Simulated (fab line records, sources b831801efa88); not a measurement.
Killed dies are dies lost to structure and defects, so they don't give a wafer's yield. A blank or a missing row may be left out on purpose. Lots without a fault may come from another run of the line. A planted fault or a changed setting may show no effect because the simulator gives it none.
One fault seen from 2 desks | flow gf180mcu | each desk has only its own numbers; what lay behind them comes last

THE METROLOGY DESK
What the gauges read, lot by lot, whatever tool the lot ran on: means of the sampled wafers that have a number. A lot is out of limits, marked OUT, if its mean lies more than 4 standard deviations from the usual mean; the brackets give that distance.
Columns: A = cd_nm at GF_TOP_METAL_CD_MEAS_14, usual 440.8 nm; B = TOP_METAL_OVL at GF_TOP_METAL_OVL_MEAS_15, usual 1.1 nm; C = PASSIVATION_CVD_00_THK at GF_PASSIVATION_THK_MEAS_01, usual 999 nm
lot  | first seen here | A     | B    | C
L725 | day 28 13:46    | 437.3 | 2.0  | 1016
L734 | day 31 14:26    | 443.3 | 0.8  | 998
L738 | day 32 20:11    | 439.9 | -0.3 | 996
L739 | day 32 20:30    | 440.6 | -0.4 | 1100 (+7.8) OUT
L744 | day 33 21:25    | 439.9 | 1.3  | 993
This desk's finding: out of limits on L739; first on L739, day 32 21:29 (PASSIVATION_CVD_00_THK at GF_PASSIVATION_THK_MEAS_01). In limits: L725, L734, L738, L744.

THE TOOL OWNER'S DESK: pecvd-02
The tool's own readings at GF_PASSIVATION_CVD_00 (deposits SiO2 from TEOS, target thk 1000 nm, time 111.95 s): means of the sampled wafers that have a number, for each lot that ran on this tool. A lot is out of limits, marked OUT, if its mean lies more than 4 standard deviations from the usual mean; the brackets give that distance.
Columns: A = heater_power_w at GF_PASSIVATION_CVD_00, usual 604 W; B = run_length_s at GF_PASSIVATION_CVD_00, usual 139.7 s
lot  | first seen here | A   | B
L725 | day 28 14:38    | 658 | 139.8
L739 | day 32 21:23    | 663 | 151.4 (+22) OUT
This desk's finding: out of limits on L739; first on L739, day 32 21:23 (run_length_s at GF_PASSIVATION_CVD_00). In limits: L725.

PUT TOGETHER
The tool owner's desk could have raised an alarm at day 32 21:23, on L739.
The metrology desk could have raised an alarm at day 32 21:29, on L739.
Of the lots named, all ran GF_PASSIVATION_CVD_00 on pecvd-02.

WHAT THE SIMULATOR HAD PUT IN
Process parameter drift: pecvd-02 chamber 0, from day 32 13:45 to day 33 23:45, at GF_PASSIVATION_CVD_00. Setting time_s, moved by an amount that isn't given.
Lots struck among those shown: L739.
Hours from the fault's start to each desk's first reading out of limits: the tool owner's desk, 8; the metrology desk, 8.
